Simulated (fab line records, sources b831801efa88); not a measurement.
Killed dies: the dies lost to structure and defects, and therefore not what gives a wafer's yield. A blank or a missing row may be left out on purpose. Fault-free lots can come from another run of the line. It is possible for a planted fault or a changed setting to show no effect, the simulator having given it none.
fab line records ; flow sky130
[record] lots = 6; wafers = 18; last-day = 50
route steps=708 shown VIA1@470 METAL2@483
lots that met no fault: from a run of the same line without faults
start-h: hours from the record's first day to the start of the lot's first wafer shown ; wait-h: hours from the lot's prior step to this one ; " the same as in the row above ; L1.1+2: a single row standing in for several wafers ; - value missing, or start not given ; * or withheld: withheld ; < > ~ a bound
route shown NAME@n: names a module that has steps shown in the file, with the first one's number in the route ; usual: average and standard deviation across the fault-free wafers ; same: alike in all rows ; chamber/n: place in a boat ; sites: each site's reading ; _std_site: standard deviation of those values ; _edge_site: mean of outer sites minus mean of inner sites ; radius-mm: how far each site lies from the wafer's centre ; mask NAME#n: copy n ; behind: tool/chamber where the wafer was last shaped ; hold: why the lot went on hold/how many hours it stayed there/how the hold came to an end ; device: which transistor (n, p or np) failed to switch ; end of line: tests run on the same wafers once the route is complete ; where a step has no rows: the recipe by itself ; killed: the dies lost at the first sort to structure and to defects; this is not the yield of the wafer ; map: a wafer's dies, marking killed ones x, the rest . and places with no die _
set.NAME: the setting the step ran with; set.NAME@STEP: the setting that earlier step ran with ; model.NAME: the simulator's own value behind a step, which no gauge read
lots at selected steps of the route; one table per step, one row per wafer
services: when a tool's chamber went out of use (start-h, in hours from the record's first day, below 0 if earlier), for how many hours, and the reason
[[steps]]
[step SKY_VIA1_CD_MEAS_12]
[recipe] target-cd-nm = 150
[usual] cd-nm = 149.5/1.8
lot.wafer;tool;chamber;start-h;wait-h;cd-nm
L305.2;cd-sem-02;-;832.59;-;150.8
L305.4;cd-sem-02;-;832.59;-;151.5
L305.5;cd-sem-02;-;832.59;-;152.5
L311.1;cd-sem-02;-;862.08;-;149.8
L311.4;cd-sem-02;-;862.08;-;149.2
L311.6;cd-sem-02;-;862.08;-;149.9
L313.1;cd-sem-02;-;891.01;-;151.7
L313.5;cd-sem-02;-;891.01;-;151.5
L313.6;cd-sem-02;-;891.01;-;150.3
L322.2;cd-sem-02;-;948.05;-;147.8
L322.4;cd-sem-02;-;948.05;-;147.5
L322.5;cd-sem-02;-;948.05;-;146.5
L323.2;cd-sem-01;-;950.33;-;151.5
L323.3;cd-sem-01;-;950.33;-;151.7
L323.5;cd-sem-01;-;950.33;-;152.8
L324.2;cd-sem-02;-;957.94;-;148.7
L324.4;cd-sem-02;-;957.94;-;148.6
L324.5;cd-sem-02;-;957.94;-;147.5
[step SKY_VIA1_OVL_MEAS_13]
[usual] VIA1_OVL = 4/5.1
lot.wafer;tool;chamber;start-h;wait-h;VIA1_OVL[nm]
L305.2;overlay-02;-;832.70;0.1;-3
L305.4;overlay-02;-;832.70;0.1;-8
L305.5;overlay-02;-;832.70;0.1;6
L311.1;overlay-01;-;862.20;0.1;5
L311.4;overlay-01;-;862.20;0.1;5
L311.6;overlay-01;-;862.20;0.1;0
L313.1;overlay-01;-;891.13;0.1;12
L313.5;overlay-01;-;891.13;0.1;2
L313.6;overlay-01;-;891.13;0.1;3
L322.2;overlay-01;-;948.15;0.1;5
L322.4;overlay-01;-;948.15;0.1;10
L322.5;overlay-01;-;948.15;0.1;7
L323.2;overlay-01;-;950.44;0.1;-1
L323.3;overlay-01;-;950.44;0.1;13
L323.5;overlay-01;-;950.44;0.1;14
L324.2;overlay-01;-;958.05;0.1;-1
L324.4;overlay-01;-;958.05;0.1;7
L324.5;overlay-01;-;958.05;0.1;-1
[step SKY_VIA1_ETCH_14]
[recipe] chemistry = N2/H2; target = BARC; ion-energy-ev = 200; source-w = 500; bias-w = 100; pressure-mtorr = 30; n2-flow-sccm = 100; h2-flow-sccm = 200; stop-on = SiO2; time-s = 45.9; target-depth-a = 600
[usual] drypump-motor-current-A = 5.5/0.48; oes-product-au = 0.856/0.0046; throttle-valve-pct = 13.224/0.01
lot.wafer;tool;chamber;start-h;wait-h;drypump-motor-current-A;oes-product-au;rf-hours-counter-h;throttle-valve-pct
L305.2;rie-diel-03;0;832.73;0.0;5.2;0.862;4;13.219
L305.4;rie-diel-03;1;832.73;0.0;6.2;0.854;16;13.221
L305.5;rie-diel-03;2;832.73;0.0;4.9;0.857;-;13.229
L311.1;rie-diel-01;3;862.23;0.0;5.2;0.860;6;13.213
L311.4;rie-diel-01;1;862.23;0.0;5.6;0.858;1;13.221
L311.6;rie-diel-01;1;862.23;0.0;5.6;0.856;-;13.227
L313.1;rie-diel-03;0;891.17;0.0;5.2;0.863;6;13.222
L313.5;rie-diel-03;1;891.17;0.0;6.2;0.848;-;13.210
L313.6;rie-diel-03;0;891.17;0.0;5.2;0.855;-;13.204
L322.2;rie-diel-01;0;948.18;0.0;5.1;0.847;13;13.211
L322.4;rie-diel-01;2;948.18;0.0;5.9;0.855;-;13.208
L322.5;rie-diel-01;0;948.18;0.0;5.1;0.855;-;13.215
L323.2;rie-diel-03;1;950.47;0.0;6.2;0.857;21;13.214
L323.3;rie-diel-03;2;950.47;0.0;4.8;0.849;2;13.255
L323.5;rie-diel-03;3;950.47;0.0;4.7;0.854;-;13.219
L324.2;rie-diel-02;3;958.08;0.0;5.4;0.854;12;13.212
L324.4;rie-diel-02;3;958.08;0.0;5.4;0.856;-;13.237
L324.5;rie-diel-02;3;958.08;0.0;5.4;0.859;-;13.237
[step SKY_VIA1_ETCH_15]
[recipe] target = SiO2; chemistry = C4F8/O2/Ar; target-depth-nm = 351; stop-on = TiN; mask-material = KrF-thick; source-w = 1500; bias-w = 1200; pressure-mtorr = 40; c4f8-flow-sccm = withheld; O2_flow_sccm = 6; Ar_flow_sccm = 300; time-s = 54
[step SKY_VIA1_STRIP_16]
[recipe] chemistry = O2/N2; power-w = 1400; pressure-mtorr = 1500; platen-temp-c = withheld; o2-flow-sccm = 3000; n2-flow-sccm = 300; overash-fraction = 0.5
[usual] drypump-motor-current-A = 5.95/0.25; oes-product-au = 0.415/0.0044; strip-time-to-endpoint-s = 4.46/0.03
lot.wafer;tool;chamber;start-h;wait-h;drypump-motor-current-A;oes-product-au;rf-hours-counter-h;strip-time-to-endpoint-s
L305.2;plasma-asher-01;1;832.82;0.0;6.23;0.413;94;4.49
L305.4;plasma-asher-01;0;832.82;0.0;6.11;0.416;-;4.47
L305.5;plasma-asher-01;0;832.82;0.0;6.13;0.420;-;4.47
L311.1;plasma-asher-04;0;862.32;0.0;6.08;0.416;76;4.47
L311.4;plasma-asher-04;1;862.32;0.0;5.64;0.417;-;4.44
L311.6;plasma-asher-04;0;862.32;0.0;6.07;0.423;-;4.43
L313.1;plasma-asher-04;1;891.25;0.0;5.65;0.412;79;4.49
L313.5;plasma-asher-04;0;891.25;0.0;6.10;0.418;-;4.47
L313.6;plasma-asher-04;1;891.25;0.0;5.63;0.421;-;4.51
L322.2;plasma-asher-04;0;948.27;0.0;6.07;0.414;85;4.46
L322.4;plasma-asher-04;0;948.27;0.0;6.09;0.419;-;4.45
L322.5;plasma-asher-04;0;948.27;0.0;6.09;0.415;-;4.50
L323.2;plasma-asher-04;0;950.55;0.0;6.09;0.412;85;4.46
L323.3;plasma-asher-04;0;950.55;0.0;6.10;0.417;-;4.47
L323.5;plasma-asher-04;1;950.55;0.0;5.65;0.406;-;4.42
L324.2;plasma-asher-04;0;958.21;0.0;6.07;0.412;86;4.42
L324.4;plasma-asher-04;1;958.21;0.0;5.67;0.420;-;4.42
L324.5;plasma-asher-04;1;958.21;0.0;5.66;0.410;-;4.42
[step SKY_VIA1_STRIP_17]
[recipe] chemistry = post-etch-residue-remover; time-s = 1200; temp-c = 72.5
[step SKY_VIA1_CLEAN_18]
[recipe] chemistry = IPA; time-s = 180; temp-c = 25
[step SKY_VIA1_CLEAN_19]
[recipe] chemistry = O3/DIW; dry = n2-spin
[step SKY_VIA1_SPUTTER_20]
[recipe] material = TiN; target-thk-nm = 20; chamber-pressure-pa = 5; power-w = 4000; time-s = 80
[usual] chamber-pressure-pa = 5.001/0.01; throttle-valve-pct = 29.8/0.69
lot.wafer;tool;chamber;start-h;wait-h;chamber-pressure-pa;throttle-valve-pct
L305.2;pvd-sputter-02;-;833.44;0.0;4.992;28.7
L305.4;pvd-sputter-02;-;833.44;0.0;4.986;28.9
L305.5;pvd-sputter-02;-;833.44;0.0;4.993;28.8
L311.1;pvd-sputter-02;-;862.92;0.0;5.004;29.8
L311.4;pvd-sputter-02;-;862.92;0.0;4.999;28.8
L311.6;pvd-sputter-02;-;862.92;0.0;4.997;28.6
L313.1;pvd-sputter-03;-;891.85;0.0;5.006;29.5
L313.5;pvd-sputter-03;-;891.85;0.0;4.993;29.6
L313.6;pvd-sputter-03;-;891.85;0.0;5.026;30.2
L322.2;pvd-sputter-03;-;948.96;0.0;4.981;29.5
L322.4;pvd-sputter-03;-;948.96;0.0;4.971;29.6
L322.5;pvd-sputter-03;-;948.96;0.0;4.997;30.2
L323.2;pvd-sputter-03;-;951.15;0.0;5.003;29.7
L323.3;pvd-sputter-03;-;951.15;0.0;5.010;29.2
L323.5;pvd-sputter-03;-;951.15;0.0;4.997;29.3
L324.2;pvd-sputter-02;-;958.80;0.0;4.998;30.1
L324.4;pvd-sputter-02;-;958.80;0.0;5.018;29.3
L324.5;pvd-sputter-02;-;958.80;0.0;5.008;28.5
[step SKY_VIA1_CVD_21]
[recipe] material = W; target-thk-nm = 270; time-s = 80.902; temp-c = 400; pressure-torr = 40
[usual] heater-power-w = 878/130
lot.wafer;tool;chamber;start-h;wait-h;heater-power-w
L305.2;cvd-w-01;1;833.51;0.0;1029
L305.4;cvd-w-01;0;833.51;0.0;772
L305.5;cvd-w-01;1;833.51;0.0;1016
L311.1;cvd-w-02;0;862.98;0.0;946
L311.4;cvd-w-02;0;862.98;0.0;934
L311.6;cvd-w-02;0;862.98;0.0;951
L313.1;cvd-w-02;0;891.91;0.0;957
L313.5;cvd-w-02;0;891.91;0.0;947
L313.6;cvd-w-02;1;891.91;0.0;786
L322.2;cvd-w-01;0;949.02;0.0;766
L322.4;cvd-w-01;0;949.02;0.0;761
L322.5;cvd-w-01;1;949.02;0.0;1088
L323.2;cvd-w-02;1;951.21;0.0;801
L323.3;cvd-w-02;1;951.21;0.0;775
L323.5;cvd-w-02;0;951.21;0.0;899
L324.2;cvd-w-01;0;958.86;0.0;723
L324.4;cvd-w-01;0;958.86;0.0;755
L324.5;cvd-w-01;0;958.86;0.0;762
[step SKY_VIA1_RS_MEAS_22]
[recipe] thk-meas-gauge = four-point-probe; reads = W_of_VIA1_CVD_21+TiN_of_VIA1_SPUTTER_20
[usual] VIA1_W_RS = 0.422/0.0068
lot.wafer;tool;chamber;start-h;wait-h;VIA1_W_RS[ohm/sq]
L305.2;film-metro-02;-;833.62;0.1;0.413
L305.4;film-metro-02;-;833.62;0.1;0.420
L305.5;film-metro-02;-;833.62;0.1;0.414
L311.1;film-metro-02;-;863.07;0.1;0.417
L311.4;film-metro-02;-;863.07;0.1;0.425
L311.6;film-metro-02;-;863.07;0.1;0.425
L313.1;film-metro-02;-;892.00;0.1;0.434
L313.5;film-metro-02;-;892.00;0.1;0.430
L313.6;film-metro-02;-;892.00;0.1;0.430
L322.2;film-metro-02;-;949.13;0.1;0.423
L322.4;film-metro-02;-;949.13;0.1;0.417
L322.5;film-metro-02;-;949.13;0.1;0.418
L323.2;film-metro-04;-;951.36;0.1;0.425
L323.3;film-metro-04;-;951.36;0.1;0.425
L323.5;film-metro-04;-;951.36;0.1;0.434
L324.2;film-metro-04;-;958.98;0.1;0.423
L324.4;film-metro-04;-;958.98;0.1;0.420
L324.5;film-metro-04;-;958.98;0.1;0.416
[step SKY_VIA1_THK_MEAS_23]
[recipe] thk-meas-gauge = xrf; reads = W_of_VIA1_CVD_21
[usual] VIA1_W_THK = 278/4.5
lot.wafer;tool;chamber;start-h;wait-h;VIA1_W_THK[nm]
L305.2;film-metro-02;-;833.73;0.1;281
L305.4;film-metro-02;-;833.73;0.1;277
L305.5;film-metro-02;-;833.73;0.1;280
L311.1;film-metro-02;-;863.19;0.1;279
L311.4;film-metro-02;-;863.19;0.1;275
L311.6;film-metro-02;-;863.19;0.1;276
L313.1;film-metro-02;-;892.12;0.1;270
L313.5;film-metro-02;-;892.12;0.1;271
L313.6;film-metro-02;-;892.12;0.1;273
L322.2;film-metro-02;-;949.24;0.1;277
L322.4;film-metro-02;-;949.24;0.1;282
L322.5;film-metro-02;-;949.24;0.1;280
L323.2;film-metro-04;-;951.47;0.1;276
L323.3;film-metro-04;-;951.47;0.1;275
L323.5;film-metro-04;-;951.47;0.1;269
L324.2;film-metro-04;-;959.09;0.1;276
L324.4;film-metro-04;-;959.09;0.1;278
L324.5;film-metro-04;-;959.09;0.1;282
[step SKY_VIA1_CMP_24]
[recipe] stop-on = SiO2; t-overpolish-s = 15; down-force-psi = 3.5; platen-rpm = 60; target-thk-nm = 0; pad-velocity-m-s = 0.94248
[usual] motor-current-A = 11.2/0.91; overpolish-run-s = 15.000/0.0092; slurry-filter-dp-kPa = 13.53/0.14; time-to-endpoint-s = 65/3.4
lot.wafer;tool;chamber;start-h;wait-h;motor-current-A;overpolish-run-s;slurry-filter-dp-kPa;time-to-endpoint-s
L305.2;cmp-01;0;833.83;0.1;11.3;14.999;13.65;66
L305.4;cmp-01;2;833.83;0.1;12.2;14.994;13.41;68
L305.5;cmp-01;3;833.83;0.1;12.0;15.005;13.67;66
L311.4;cmp-02;3;863.35;0.1;11.7;15.015;13.49;66
L311.1;cmp-02;0;863.35;0.1;11.2;14.995;13.61;62
L311.6;cmp-02;1;863.35;0.1;9.1;14.996;13.59;68
L313.1;cmp-01;3;892.33;0.2;11.1;14.988;13.65;68
L313.5;cmp-01;0;892.33;0.2;11.1;15.008;13.61;68
L313.6;cmp-01;1;892.33;0.2;11.4;15.005;13.60;61
L322.2;cmp-02;2;949.29;0.0;11.9;0.032;13.51;105
L322.4;cmp-02;3;949.29;0.0;10.8;15.001;13.37;65
L322.5;cmp-02;3;949.29;0.0;10.7;15.017;13.47;65
L323.2;cmp-01;3;951.74;0.3;11.6;14.976;13.49;65
L323.3;cmp-01;0;951.74;0.3;11.2;15.006;13.55;73
L323.5;cmp-01;2;951.74;0.3;12.0;14.989;13.27;70
L324.2;cmp-02;0;959.14;0.0;10.6;0.043;13.46;105
L324.4;cmp-02;3;959.14;0.0;10.7;15.008;13.25;61
L324.5;cmp-02;0;959.14;0.0;11.1;14.996;13.60;63
[step SKY_METAL2_SPUTTER_00]
[recipe] material = Ti; target-thk-nm = 15; power-w = 3000; time-s = 10; chamber-pressure-pa = 0.4
[usual] chamber-pressure-pa = 0.4000/0.0008; throttle-valve-pct = 29.6/0.7
lot.wafer;tool;chamber;start-h;wait-h;chamber-pressure-pa;throttle-valve-pct
L305.2;pvd-sputter-01;-;834.08;0.2;0.3995;29.2
L305.4;pvd-sputter-01;-;834.08;0.2;0.4008;30.9
L305.5;pvd-sputter-01;-;834.08;0.2;0.4010;28.8
L311.1;pvd-sputter-03;-;863.55;0.1;0.3996;30.2
L311.4;pvd-sputter-03;-;863.55;0.1;0.3990;29.5
L311.6;pvd-sputter-03;-;863.55;0.1;0.4006;30.3
L313.1;pvd-sputter-01;-;892.48;0.1;0.4001;28.6
L313.5;pvd-sputter-01;-;892.48;0.1;0.3998;28.6
L313.6;pvd-sputter-01;-;892.48;0.1;0.3999;29.8
L322.4;pvd-sputter-01;-;949.59;0.2;0.3999;28.7
L322.5;pvd-sputter-01;-;949.59;0.2;0.3994;30.6
L323.2;pvd-sputter-01;-;951.94;0.1;0.4001;30.3
L323.3;pvd-sputter-01;-;951.94;0.1;0.3991;29.3
L323.5;pvd-sputter-01;-;951.94;0.1;0.4004;29.1
L324.4;pvd-sputter-03;-;959.44;0.1;0.3996;30.1
L324.5;pvd-sputter-03;-;959.44;0.1;0.4016;30.3
[[services]]
tool;chamber;start-h;hours;kind
cmp-01;-;822.69;1.9;repair
rie-diel-01;3;834.81;4.8;repair
pvd-sputter-01;-;840.88;25.9;repair
pvd-sputter-02;-;844.04;1.2;repair
cvd-w-01;-;845.21;0.7;repair
pvd-sputter-02;-;845.29;1.3;repair
pvd-sputter-02;-;845.80;3.6;repair
plasma-asher-04;-;848.80;3.8;repair
rie-diel-01;3;862.63;4.5;repair
plasma-asher-04;-;867.69;0.9;repair
cmp-01;-;873.27;15.6;repair
plasma-asher-04;-;878.66;1.5;repair
pvd-sputter-02;-;887.66;3.5;repair
cmp-02;-;888.95;2.2;repair
rie-diel-01;2;903.86;1.9;repair
cvd-w-02;-;904.06;14.0;pm
cmp-01;-;911.38;0.5;repair
pvd-sputter-03;-;912.59;0.9;repair
cmp-01;-;913.04;4.0;pm
pvd-sputter-03;-;920.81;3.0;repair
cvd-w-01;1;921.26;8.4;repair
cmp-02;-;934.23;0.5;repair
rie-diel-01;0;935.75;3.9;repair
rie-diel-01;1;944.59;4.1;repair
[[key]]
[first-sign] step = SKY_VIA1_CMP_24; reading = overpolish-run-s; direction = down; sigmas = 99+; usual = 15.000; struck = 0.038
[effect] step = SKY_VIA1_CMP_24; reading = time-to-endpoint-s; direction = up; sigmas = 12; usual = *; struck = *
met-at SKY_VIA1_CMP_24
struck-wafers L322.2,L324.2
later-rows-left-out L322.2,L324.2
sort-left-out L322.2,L324.2
onset-between 863.35 949.29
[fault] kind = process-parameter-drift; tool = cmp-02; chamber = -; onset-h = 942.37; steps = SKY_VIA1_CMP_24; channel = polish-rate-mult; offset = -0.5; shape = step; end-h = 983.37; scope = struck-wafers-only
// sort-left-out: the simulated sort isn't trusted on such a fault, so these wafers' sort isn't shown, and their yield isn't known
// later-rows-left-out: the simulator's readings of these wafers behind a module that went badly wrong aren't trusted and aren't shown, but for the sort
